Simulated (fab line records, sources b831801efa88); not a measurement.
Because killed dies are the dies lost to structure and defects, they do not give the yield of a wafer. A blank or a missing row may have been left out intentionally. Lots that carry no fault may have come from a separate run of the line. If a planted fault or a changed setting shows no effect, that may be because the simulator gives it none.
The tool behind it: which one? | flow gf180mcu | 11 lots, 33 wafers sampled, at 4 steps of a route of 602

== WHAT THE GAUGES READ, wafer by wafer ==
GF_HV_LDD_TW_MEAS_38.
lot  | measured     | on            | HV_LDD_3_TW
L109 | day 11 15:49 | film_metro-04 | 1447 1442 1446
L110 | day 11 20:16 | film_metro-03 | 1444 1440 1439
L113 | day 12 20:02 | film_metro-04 | 1440 1453 1442
L114 | day 13 04:50 | film_metro-04 | 1456 1462 1456
L115 | day 13 12:19 | film_metro-03 | 1443 1449 1453
L121 | day 15 08:34 | film_metro-04 | 1447 1447 1448
L122 | day 15 17:20 | film_metro-01 | 1440 1455 1444
L127 | day 17 15:53 | film_metro-04 | 1451 1450 1445
L130 | day 18 10:49 | film_metro-01 | 1411 1411 1414
L131 | day 18 21:17 | film_metro-03 | 1407 1400 1404
L132 | day 19 07:28 | film_metro-03 | 1443 1444 1450

== WHAT TOOL EACH LOT RAN ON (gives the tool, then ch and the chambers of the sampled wafers, and finally the start) ==
lot  | GF_VT_IMPLANT_RTA_45             | GF_POLY_GATE_ETCH_12               | GF_HV_LDD_IMPLANT_35
L109 | rtp_anneal-01 ch 0, day 7 14:50  | rie_diel-01 ch 2,3, day 9 05:48    | implanter-02 ch 0, day 11 15:25
L110 | rtp_anneal-01 ch 0, day 7 19:01  | rie_diel-02 ch 0,3, day 9 10:46    | implanter-01 ch 0, day 11 19:52
L113 | rtp_anneal-01 ch 0, day 8 15:11  | rie_diel-03 ch 0,2, day 10 07:44   | implanter-03 ch 0, day 12 19:39
L114 | rtp_anneal-02 ch 0, day 8 21:33  | rie_diel-02 ch 1,2, day 10 15:44   | implanter-01 ch 0, day 13 04:27
L115 | rtp_anneal-01 ch 0, day 9 05:34  | rie_diel-01 ch 0, day 10 23:14     | implanter-03 ch 0, day 13 11:55
L121 | rtp_anneal-02 ch 0, day 10 20:38 | rie_diel-01 ch 2,3, day 12 16:32   | implanter-03 ch 0, day 15 08:11
L122 | rtp_anneal-01 ch 0, day 11 03:29 | rie_diel-03 ch 0,3, day 12 23:14   | implanter-01 ch 0, day 15 16:56
L127 | rtp_anneal-02 ch 0, day 12 19:53 | rie_diel-01 ch 1,2,3, day 14 18:52 | implanter-01 ch 0, day 17 15:29
L130 | rtp_anneal-01 ch 0, day 13 13:07 | rie_diel-03 ch 1,2,3, day 15 12:31 | implanter-03 ch 0, day 18 10:25
L131 | rtp_anneal-01 ch 0, day 13 19:50 | rie_diel-02 ch 1,2,3, day 15 21:31 | implanter-03 ch 0, day 18 20:53
L132 | rtp_anneal-02 ch 0, day 14 05:14 | rie_diel-03 ch 0,1,3, day 16 05:56 | implanter-02 ch 0, day 19 07:05
- GF_VT_IMPLANT_RTA_45: time 30 s.
- GF_POLY_GATE_ETCH_12: etches BARC in N2/H2.
- GF_HV_LDD_IMPLANT_35

== THE ANSWER, worked out from the rows above alone ==
Rule: usual is defined by the lots themselves. The widest of any qualifying gaps counts: lots, ordered by their means at a reading, are off when they make up no more than a third of the lots, leave a main group of 4 or more, and stand apart from it by 3 or more times the standard deviation of that group's means. The tables above print the reading to a certain number of digits; a main group whose means all agree to those digits is not used. Also off: a lot with no number at a reading for which 4 or more lots have one. Any other lot the step has rows for is counted as sound.
Off: at GF_HV_LDD_TW_MEAS_38 (HV_LDD_3_TW), L130, L131. Main group: mean 1447, sd 4.4.
If a tool, at a process step before that reading, ran all the lots that are off and no sound lot after the first of them, it fits. Gauges at GF_HV_LDD_TW_MEAS_38: tried the same way as those tools. 2 tools fit, rtp_anneal-01 at GF_VT_IMPLANT_RTA_45 and implanter-03 at GF_HV_LDD_IMPLANT_35, so this cannot tell which one it is.

== WHAT THE SIMULATOR HAD PUT IN ==
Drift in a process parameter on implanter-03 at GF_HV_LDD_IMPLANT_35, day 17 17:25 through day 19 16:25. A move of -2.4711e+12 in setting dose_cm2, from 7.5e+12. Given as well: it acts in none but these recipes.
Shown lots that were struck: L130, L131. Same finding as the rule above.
